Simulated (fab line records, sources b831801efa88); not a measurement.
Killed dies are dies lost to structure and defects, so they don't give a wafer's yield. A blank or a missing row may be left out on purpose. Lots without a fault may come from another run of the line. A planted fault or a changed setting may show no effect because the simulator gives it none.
fab line records | flow sky130 | part 1 of 2: steps 1 to 26 of 38
record lots=5 wafers=15 last_day=49
route steps=708 shown LDD_P@266 LDD_HVN@267 LDD_HVP@278 LDD_LDN@289
lots that met no fault: from a run of the same line without faults
start_h: hours from the record's first day to the start of the lot's first wafer shown | wait_h: hours since the lot's step before | " the same as in the row above | L1.1+2: a row that stands for several wafers | - no value, or no start given | * or withheld: withheld | < > ~ a bound
route shown NAME@n: a module of which the file shows steps, and the number in the route of the first | usual: mean/standard deviation of fault-free wafers | same: alike in all rows | chamber/n: place in a boat | sites: the reading at each site | _std_site: their standard deviation | _edge_site: outer sites' mean less inner sites' | radius_mm: how far each site lies from the wafer's centre | mask NAME#n: copy n | behind: the tool/chamber that last shaped the wafer | hold: why the lot was held/for how many hours/how that ended | device: the transistor (n, p or np) that didn't switch | end of line: the same wafers' tests at the end of the route | a step without rows: its recipe alone | killed: dies lost to structure and defects at the first sort, not the wafer's yield | map: a wafer's dies, x killed, . not, _ none there
set.NAME: the setting as run; set.NAME@STEP: as run at that earlier step | model.NAME: the simulator's own value behind a step, which no gauge read
lots at some steps of the route; a table a step, a row a wafer
services: from which hour (start_h, from the record's first day; less than 0 if before it) a tool's chamber was out of use, for how many hours, and why
## steps
# step SKY_LDD_P_TW_MEAS_11
# usual LDD_P_TW=638/4.8
# columns lot.wafer tool chamber start_h wait_h LDD_P_TW
L074.3 film_metro-03 - 432.96 0.1 642
L074.4 " - " " 643
L074.6 " - " " 641
L081.1 film_metro-03 - 507.10 0.1 639
L081.4 " - " " 641
L081.6 " - " " 641
L088.2 film_metro-03 - 572.21 0.1 640
L088.4 " - " " 641
L088.5 " - " " 639
L089.1 film_metro-03 - 573.15 0.1 641
L089.2 " - " " 642
L089.3 " - " " 642
L094.1 film_metro-03 - 614.00 0.1 641
L094.5 " - " " 641
L094.6 " - " " 640
# step SKY_LDD_HVN_DEHYDRATE_00
# recipe temp_c=200 time_s=60
# usual exhaust_pa=45.1/0.78
# columns lot.wafer tool chamber start_h wait_h exhaust_pa
L074.3 litho_track-03 0 448.12 15.1 45.0
L074.4 " 0 " " 45.0
L074.6 " 0 " " 44.1
L081.1 litho_track-04 0 521.49 14.4 47.1
L081.4 " 0 " " 45.8
L081.6 " 0 " " 45.5
L088.2 litho_track-04 0 586.21 14.0 45.5
L088.4 " 0 " " 44.8
L088.5 " 0 " " 44.8
L089.1 litho_track-03 0 586.97 13.8 45.5
L089.2 " 0 " " 45.9
L089.3 " 0 " " 43.2
L094.1 litho_track-01 0 628.39 14.4 45.4
L094.5 " 0 " " 45.7
L094.6 " 0 " " 45.5
# step SKY_LDD_HVN_HMDS_01
# recipe prime_time_s=60 prime_temp_c=120
# usual exhaust_pa=44.9/0.85
# columns lot.wafer tool chamber start_h wait_h exhaust_pa
L074.3 litho_track-03 0 448.27 0.1 46.0
L074.4 " 0 " " 46.1
L074.6 " 0 " " 44.8
L081.1 litho_track-04 0 521.64 0.1 43.5
L081.4 " 0 " " 44.1
L081.6 " 0 " " 43.5
L088.2 litho_track-04 0 586.36 0.1 45.1
L088.4 " 0 " " 46.4
L088.5 " 0 " " 45.9
L089.1 litho_track-03 0 587.12 0.1 45.4
L089.2 " 0 " " 46.2
L089.3 " 0 " " 46.2
L094.1 litho_track-01 0 628.54 0.1 44.7
L094.5 " 0 " " 45.2
L094.6 " 0 " " 44.8
# step SKY_LDD_HVN_COAT_02
# recipe resist=NOVOLAK spin_rpm=3000 resist_thk_nm=300
# usual exhaust_pa=45.1/0.97
# columns lot.wafer tool chamber start_h wait_h exhaust_pa
L074.3 litho_track-03 0 448.42 0.1 42.4
L074.4 " 0 " " 45.1
L074.6 " 0 " " 43.7
L081.1 litho_track-04 0 521.79 0.1 42.9
L081.4 " 0 " " 44.6
L081.6 " 0 " " 45.1
L088.2 litho_track-04 0 586.51 0.1 46.1
L088.4 " 0 " " 44.5
L088.5 " 0 " " 45.9
L089.1 litho_track-03 0 587.27 0.1 46.6
L089.2 " 0 " " 45.4
L089.3 " 0 " " 43.9
L094.1 litho_track-01 0 628.69 0.1 43.9
L094.5 " 0 " " 44.4
L094.6 " 0 " " 44.3
# step SKY_LDD_HVN_SOFTBAKE_03
# recipe temp_c=90 time_s=60 resist=NOVOLAK
# usual exhaust_pa=45.2/0.81
# columns lot.wafer tool chamber start_h wait_h exhaust_pa
L074.3 litho_track-03 0 448.57 0.1 45.2
L074.4 " 0 " " 46.3
L074.6 " 0 " " 46.5
L081.1 litho_track-04 0 521.94 0.1 44.8
L081.4 " 0 " " 45.5
L081.6 " 0 " " 46.3
L088.2 litho_track-04 0 586.66 0.1 45.0
L088.4 " 0 " " 43.9
L088.5 " 0 " " 45.4
L089.1 litho_track-03 0 587.42 0.1 43.9
L089.2 " 0 " " 45.1
L089.3 " 0 " " 46.4
L094.1 litho_track-01 0 628.84 0.1 45.3
L094.5 " 0 " " 44.6
L094.6 " 0 " " 46.1
# step SKY_LDD_HVN_EXPOSE_04
# recipe mask_id=HVNTM na=0.6 source_shape=conventional sigma_outer=0.6 polarization=unpolarized target_cd_nm=700 dose_mj=127
# usual stage_vel_mm_s=500.03/0.22
# columns lot.wafer tool chamber start_h wait_h mask stage_vel_mm_s
L074.3 iline_stepper-01 0 - - HVNTM#0 500.01
L074.4 " 0 " " HVNTM#0 500.05
L074.6 " 0 " " HVNTM#0 500.13
L081.1 iline_stepper-01 0 - - HVNTM#0 499.94
L081.4 " 0 " " HVNTM#0 500.26
L081.6 " 0 " " HVNTM#0 500.33
L088.2 iline_stepper-02 0 - - HVNTM#0 500.36
L088.4 " 0 " " HVNTM#0 499.88
L088.5 " 0 " " HVNTM#0 499.91
L089.1 iline_stepper-01 0 - - HVNTM#0 499.88
L089.2 " 0 " " HVNTM#0 500.03
L089.3 " 0 " " HVNTM#0 499.63
L094.1 iline_stepper-01 0 - - HVNTM#0 500.01
L094.5 " 0 " " HVNTM#0 500.15
L094.6 " 0 " " HVNTM#0 500.13
# step SKY_LDD_HVN_PEB_05
# recipe temp_c=withheld time_s=* resist=NOVOLAK
# usual exhaust_pa=45.1/0.93
# columns lot.wafer tool chamber start_h wait_h exhaust_pa
L074.3 litho_track-01 0 - - 45.0
L074.4 " 0 " " 45.0
L074.6 " 0 " " 44.2
L081.1 litho_track-01 0 - - 43.8
L081.4 " 0 " " 44.8
L081.6 " 0 " " 43.8
L088.2 litho_track-04 0 - - 46.6
L088.4 " 0 " " 46.2
L088.5 " 0 " " 45.0
L089.1 litho_track-03 0 - - 44.6
L089.2 " 0 " " 43.7
L089.3 " 0 " " 43.9
L094.1 litho_track-04 0 - - 44.0
L094.5 " 0 " " 45.1
L094.6 " 0 " " 44.9
# step SKY_LDD_HVN_DEVELOP_06
# recipe resist=NOVOLAK developer=TMAH develop_time_s=60 dev_temp_c=23
# usual exhaust_pa=44.9/0.81
# columns lot.wafer tool chamber start_h wait_h exhaust_pa
L074.3 litho_track-01 0 463.64 0.1 45.0
L074.4 " 0 " " 44.5
L074.6 " 0 " " 44.9
L081.1 litho_track-01 0 536.99 0.1 43.4
L081.4 " 0 " " 44.5
L081.6 " 0 " " 44.4
L088.2 litho_track-04 0 601.31 0.1 45.3
L088.4 " 0 " " 45.3
L088.5 " 0 " " 46.0
L089.1 litho_track-03 0 602.72 0.1 45.1
L089.2 " 0 " " 44.8
L089.3 " 0 " " 45.6
L094.1 litho_track-04 0 643.09 0.1 45.2
L094.5 " 0 " " 45.6
L094.6 " 0 " " 44.5
# step SKY_LDD_HVN_OVL_MEAS_07
# usual LDD_HVN_OVL=-0.5/1.5
# columns lot.wafer tool chamber start_h wait_h LDD_HVN_OVL[nm]
L074.3 overlay-02 - 463.76 0.1 -2.7
L074.4 " - " " -2.3
L074.6 " - " " -4.4
L081.1 overlay-01 - 537.14 0.1 -0.4
L081.4 " - " " 0.8
L081.6 " - " " 0.2
L088.2 overlay-01 - 601.44 0.1 0.0
L088.4 " - " " -0.4
L088.5 " - " " 0.3
L089.1 overlay-02 - 602.87 0.1 -0.3
L089.2 " - " " -2.1
L089.3 " - " " -0.9
L094.1 overlay-01 - 643.24 0.1 -1.2
L094.5 " - " " -2.0
L094.6 " - " " -1.5
# step SKY_LDD_HVN_IMPLANT_08
# recipe species=P energy_kev=60 dose_cm2=3e+13 tilt_deg=40
# columns lot.wafer tool chamber start_h wait_h
L074.3+4+6 implanter-01 0 463.83 0.1
L081.1+4+6 implanter-01 0 537.18 0.0
L088.2+4+5 implanter-03 0 601.50 0.0
L089.1+2+3 implanter-02 0 602.90 0.0
L094.1+5+6 implanter-02 0 643.27 0.0
# step SKY_LDD_HVN_STRIP_09
# recipe chemistry=O2/N2 power_w=1400 pressure_mtorr=1500 platen_temp_c=withheld o2_flow_sccm=3000 n2_flow_sccm=300 overash_fraction=0.5
# usual drypump_motor_current_A=5.9/0.51 oes_product_au=0.408/0.0047 strip_time_to_endpoint_s=4.132/0.014
# columns lot.wafer tool chamber start_h wait_h drypump_motor_current_A oes_product_au rf_hours_counter_h strip_time_to_endpoint_s
L074.3 plasma_asher-02 1 463.96 0.1 6.6 0.406 - 4.149
L074.4 " 0 " " 5.3 0.409 - 4.149
L074.6 " 1 " " 6.7 0.409 - 4.165
L081.1 plasma_asher-02 1 537.33 0.1 6.6 0.405 74 4.139
L081.4 " 1 " " 6.6 0.407 - 4.129
L081.6 " 1 " " 6.6 0.404 - 4.154
L088.2 plasma_asher-04 0 601.62 0.1 5.3 0.411 92 4.141
L088.4 " 1 " " 6.2 0.409 - 4.133
L088.5 " 1 " " 6.2 0.413 - 4.151
L089.1 plasma_asher-04 0 603.05 0.1 5.4 0.403 92 4.108
L089.2 " 1 " " 6.2 0.411 92 4.119
L089.3 " 1 " " 6.3 0.406 - 4.125
L094.1 plasma_asher-04 0 643.42 0.1 5.3 0.410 96 4.150
L094.5 " 1 " " 6.3 0.416 - 4.135
L094.6 " 0 " " 5.4 0.405 - 4.126
# step SKY_LDD_HVN_TW_MEAS_10
# usual LDD_HVN_TW=1437/14
# columns lot.wafer tool chamber start_h wait_h LDD_HVN_TW
L074.3 film_metro-01 - 464.05 0.1 1434
L074.4 " - " " 1440
L074.6 " - " " 1435
L081.1 film_metro-04 - 537.43 0.1 1446
L081.4 " - " " 1451
L081.6 " - " " 1445
L088.2 film_metro-01 - 601.73 0.1 1445
L088.4 " - " " 1444
L088.5 " - " " 1440
L089.1 film_metro-04 - 603.15 0.1 1454
L089.2 " - " " 1453
L089.3 " - " " 1458
L094.1 film_metro-04 - 643.52 0.1 1447
L094.5 " - " " 1448
L094.6 " - " " 1443
# step SKY_LDD_HVP_DEHYDRATE_00
# recipe temp_c=200 time_s=60
# usual exhaust_pa=45.1/0.85
# columns lot.wafer tool chamber start_h wait_h exhaust_pa
L074.3 litho_track-04 0 479.34 15.3 45.3
L074.4 " 0 " " 46.0
L074.6 " 0 " " 44.4
L081.1 litho_track-03 0 551.72 14.3 45.5
L081.4 " 0 " " 45.5
L081.6 " 0 " " 45.4
L088.2 litho_track-03 0 615.59 13.8 44.7
L088.4 " 0 " " 44.2
L088.5 " 0 " " 44.9
L089.1 litho_track-03 0 616.77 13.6 44.7
L089.2 " 0 " " 44.0
L089.3 " 0 " " 45.0
L094.1 litho_track-02 0 656.89 13.4 46.2
L094.5 " 0 " " 45.7
L094.6 " 0 " " 46.5
# step SKY_LDD_HVP_HMDS_01
# recipe prime_time_s=60 prime_temp_c=120
# usual exhaust_pa=44.9/0.87
# columns lot.wafer tool chamber start_h wait_h exhaust_pa
L074.3 litho_track-04 0 479.49 0.1 44.2
L074.4 " 0 " " 45.3
L074.6 " 0 " " 44.8
L081.1 litho_track-03 0 551.87 0.1 43.9
L081.4 " 0 " " 44.6
L081.6 " 0 " " 45.0
L088.2 litho_track-03 0 615.74 0.1 44.5
L088.4 " 0 " " 43.7
L088.5 " 0 " " 43.6
L089.1 litho_track-03 0 616.92 0.1 45.9
L089.2 " 0 " " 44.0
L089.3 " 0 " " 46.2
L094.1 litho_track-02 0 657.04 0.1 44.3
L094.5 " 0 " " 42.5
L094.6 " 0 " " 44.1
# step SKY_LDD_HVP_COAT_02
# recipe resist=NOVOLAK spin_rpm=3000 resist_thk_nm=300
# usual exhaust_pa=45.0/0.99
# columns lot.wafer tool chamber start_h wait_h exhaust_pa
L074.3 litho_track-04 0 479.64 0.1 45.3
L074.4 " 0 " " 47.4
L074.6 " 0 " " 46.0
L081.1 litho_track-03 0 552.02 0.1 45.6
L081.4 " 0 " " 44.6
L081.6 " 0 " " 45.1
L088.2 litho_track-03 0 615.89 0.1 45.8
L088.4 " 0 " " 45.6
L088.5 " 0 " " 44.4
L089.1 litho_track-03 0 617.07 0.1 46.5
L089.2 " 0 " " 45.6
L089.3 " 0 " " 45.1
L094.1 litho_track-02 0 657.19 0.1 44.9
L094.5 " 0 " " 45.2
L094.6 " 0 " " 45.7
# step SKY_LDD_HVP_SOFTBAKE_03
# recipe temp_c=90 time_s=60 resist=NOVOLAK
# usual exhaust_pa=45.1/0.88
# columns lot.wafer tool chamber start_h wait_h exhaust_pa
L074.3 litho_track-04 0 479.79 0.1 44.7
L074.4 " 0 " " 44.8
L074.6 " 0 " " 45.4
L081.1 litho_track-03 0 552.17 0.1 44.6
L081.4 " 0 " " 46.1
L081.6 " 0 " " 45.1
L088.2 litho_track-03 0 616.04 0.1 46.0
L088.4 " 0 " " 46.5
L088.5 " 0 " " 44.6
L089.1 litho_track-03 0 617.22 0.1 45.7
L089.2 " 0 " " 45.5
L089.3 " 0 " " 46.1
L094.1 litho_track-02 0 657.34 0.1 45.0
L094.5 " 0 " " 44.8
L094.6 " 0 " " 43.1
# step SKY_LDD_HVP_EXPOSE_04
# recipe mask_id=HVPTM na=0.6 source_shape=conventional sigma_outer=0.6 polarization=unpolarized target_cd_nm=700 dose_mj=86
# usual stage_vel_mm_s=499.95/0.25
# columns lot.wafer tool chamber start_h wait_h mask stage_vel_mm_s
L074.3 iline_stepper-02 0 - - HVPTM#0 499.95
L074.4 " 0 " " HVPTM#0 499.96
L074.6 " 0 " " HVPTM#0 500.49
L081.1 iline_stepper-01 0 - - HVPTM#0 499.70
L081.4 " 0 " " HVPTM#0 500.26
L081.6 " 0 " " HVPTM#0 500.01
L088.2 iline_stepper-02 0 - - HVPTM#0 499.73
L088.4 " 0 " " HVPTM#0 500.10
L088.5 " 0 " " HVPTM#0 499.96
L089.1 iline_stepper-02 0 - - HVPTM#0 499.61
L089.2 " 0 " " HVPTM#0 499.94
L089.3 " 0 " " HVPTM#0 499.70
L094.1 iline_stepper-02 0 - - HVPTM#0 499.94
L094.5 " 0 " " HVPTM#0 499.94
L094.6 " 0 " " HVPTM#0 499.67
# step SKY_LDD_HVP_PEB_05
# recipe temp_c=withheld time_s=* resist=NOVOLAK
# usual exhaust_pa=45.3/0.74
# columns lot.wafer tool chamber start_h wait_h exhaust_pa
L074.3 litho_track-02 0 - - 46.2
L074.4 " 0 " " 45.8
L074.6 " 0 " " 45.6
L081.1 litho_track-02 0 - - 44.3
L081.4 " 0 " " 44.6
L081.6 " 0 " " 45.8
L088.2 litho_track-03 0 - - 45.8
L088.4 " 0 " " 45.1
L088.5 " 0 " " 46.5
L089.1 litho_track-04 0 - - 44.2
L089.2 " 0 " " 44.2
L089.3 " 0 " " 44.5
L094.1 litho_track-03 0 - - 44.8
L094.5 " 0 " " 45.8
L094.6 " 0 " " 45.2
# step SKY_LDD_HVP_DEVELOP_06
# recipe resist=NOVOLAK developer=TMAH develop_time_s=60 dev_temp_c=23
# usual exhaust_pa=45.0/0.89
# columns lot.wafer tool chamber start_h wait_h exhaust_pa
L074.3 litho_track-02 0 494.54 0.1 45.6
L074.4 " 0 " " 44.5
L074.6 " 0 " " 44.7
L081.1 litho_track-02 0 567.39 0.1 44.7
L081.4 " 0 " " 44.8
L081.6 " 0 " " 44.6
L088.2 litho_track-03 0 630.79 0.1 44.6
L088.4 " 0 " " 44.4
L088.5 " 0 " " 44.5
L089.1 litho_track-04 0 632.09 0.1 44.5
L089.2 " 0 " " 45.1
L089.3 " 0 " " 46.5
L094.1 litho_track-03 0 670.77 0.1 45.5
L094.5 " 0 " " 45.4
L094.6 " 0 " " 43.8
# step SKY_LDD_HVP_OVL_MEAS_07
# usual LDD_HVP_OVL=-0.1/1.6
# columns lot.wafer tool chamber start_h wait_h LDD_HVP_OVL[nm]
L074.3 overlay-01 - 494.65 0.1 -1.6
L074.4 " - " " -0.2
L074.6 " - " " 1.0
L081.1 overlay-01 - 567.54 0.1 -0.1
L081.4 " - " " 0.5
L081.6 " - " " 2.2
L088.2 overlay-01 - 630.92 0.1 -2.3
L088.4 " - " " -2.0
L088.5 " - " " -2.5
L089.1 overlay-02 - 632.24 0.1 -2.2
L089.2 " - " " -2.5
L089.3 " - " " -1.7
L094.1 overlay-02 - 670.92 0.1 -1.5
L094.5 " - " " -0.6
L094.6 " - " " 0.0
# step SKY_LDD_HVP_IMPLANT_08
# recipe species=B energy_kev=20 dose_cm2=1.7e+13 tilt_deg=17.9
# columns lot.wafer tool chamber start_h wait_h
L074.3+4+6 implanter-03 0 494.73 0.1
L081.1+4+6 implanter-03 0 567.58 0.0
L088.2+4+5 implanter-02 0 630.98 0.0
L089.1+2+3 implanter-04 0 632.27 0.0
L094.1+5+6 implanter-04 0 670.95 0.0
# step SKY_LDD_HVP_STRIP_09
# recipe chemistry=O2/N2 power_w=1400 pressure_mtorr=1500 platen_temp_c=withheld o2_flow_sccm=3000 n2_flow_sccm=300 overash_fraction=0.5
# usual drypump_motor_current_A=5.8/0.58 oes_product_au=0.408/0.005 strip_time_to_endpoint_s=4.131/0.015
# columns lot.wafer tool chamber start_h wait_h drypump_motor_current_A oes_product_au rf_hours_counter_h strip_time_to_endpoint_s
L074.3 plasma_asher-02 1 494.86 0.1 6.7 0.403 - 4.142
L074.4 " 0 " " 5.3 0.408 - 4.141
L074.6 " 0 " " 5.3 0.410 - 4.155
L081.1 plasma_asher-02 0 567.73 0.1 5.3 0.416 77 4.107
L081.4 " 1 " " 6.6 0.414 - 4.120
L081.6 " 0 " " 5.3 0.406 - 4.114
L088.2 plasma_asher-02 0 631.10 0.1 5.3 0.410 83 4.128
L088.4 " 1 " " 6.6 0.406 - 4.122
L088.5 " 1 " " 6.6 0.405 - 4.117
L089.1 plasma_asher-04 0 632.42 0.1 5.3 0.410 95 4.120
L089.2 " 1 " " 6.3 0.412 95 4.139
L089.3 " 1 " " 6.2 0.415 - 4.144
L094.1 plasma_asher-04 1 671.10 0.1 6.3 0.408 99 4.131
L094.5 " 1 " " 6.3 0.400 - 4.178
L094.6 " 0 " " 5.3 0.412 - 4.127
# step SKY_LDD_HVP_TW_MEAS_10
# usual LDD_HVP_TW=458.4/2.4
# columns lot.wafer tool chamber start_h wait_h LDD_HVP_TW
L074.3 film_metro-01 - 494.95 0.1 456.6
L074.4 " - " " 455.5
L074.6 " - " " 456.3
L081.1 film_metro-04 - 567.83 0.1 457.3
L081.4 " - " " 459.1
L081.6 " - " " 456.7
L088.2 film_metro-03 - 631.21 0.1 462.5
L088.4 " - " " 459.1
L088.5 " - " " 461.6
L089.1 film_metro-03 - 632.52 0.1 461.9
L089.2 " - " " 459.6
L089.3 " - " " 459.7
L094.1 film_metro-01 - 671.20 0.1 455.6
L094.5 " - " " 457.4
L094.6 " - " " 455.9
# step SKY_LDD_LDN_DEHYDRATE_00
# recipe temp_c=200 time_s=60
# usual exhaust_pa=44.9/0.93
# columns lot.wafer tool chamber start_h wait_h exhaust_pa
L074.3 litho_track-03 0 509.47 14.5 45.1
L074.4 " 0 " " 44.8
L074.6 " 0 " " 46.7
L081.1 litho_track-02 0 582.09 14.3 45.2
L081.4 " 0 " " 45.8
L081.6 " 0 " " 46.1
L088.2 litho_track-03 0 644.19 13.0 43.6
L088.4 " 0 " " 45.0
L088.5 " 0 " " 44.8
L089.1 litho_track-03 0 645.42 12.9 44.8
L089.2 " 0 " " 45.2
L089.3 " 0 " " 45.2
L094.1 litho_track-01 0 683.69 12.5 44.1
L094.5 " 0 " " 44.2
L094.6 " 0 " " 44.2
# step SKY_LDD_LDN_HMDS_01
# recipe prime_time_s=60 prime_temp_c=120
# usual exhaust_pa=45.1/0.92
# columns lot.wafer tool chamber start_h wait_h exhaust_pa
L074.3 litho_track-03 0 509.62 0.1 46.1
L074.4 " 0 " " 46.3
L074.6 " 0 " " 45.5
L081.1 litho_track-02 0 582.24 0.1 46.0
L081.4 " 0 " " 45.8
L081.6 " 0 " " 45.2
L088.2 litho_track-03 0 644.34 0.1 47.9
L088.4 " 0 " " 47.4
L088.5 " 0 " " 47.4
L089.1 litho_track-03 0 645.57 0.1 43.6
L089.2 " 0 " " 43.8
L089.3 " 0 " " 44.7
L094.1 litho_track-01 0 683.84 0.1 45.6
L094.5 " 0 " " 44.5
L094.6 " 0 " " 45.0
# step SKY_LDD_LDN_COAT_02
# recipe resist=NOVOLAK spin_rpm=3000 resist_thk_nm=1140
# usual exhaust_pa=45.0/0.94
# columns lot.wafer tool chamber start_h wait_h exhaust_pa
L074.3 litho_track-03 0 509.77 0.1 44.9
L074.4 " 0 " " 44.1
L074.6 " 0 " " 44.8
L081.1 litho_track-02 0 582.39 0.1 44.0
L081.4 " 0 " " 43.9
L081.6 " 0 " " 44.8
L088.2 litho_track-03 0 644.49 0.1 44.2
L088.4 " 0 " " 44.7
L088.5 " 0 " " 44.7
L089.1 litho_track-03 0 645.72 0.1 45.0
L089.2 " 0 " " 45.7
L089.3 " 0 " " 45.1
L094.1 litho_track-01 0 683.99 0.1 44.8
L094.5 " 0 " " 45.8
L094.6 " 0 " " 43.7
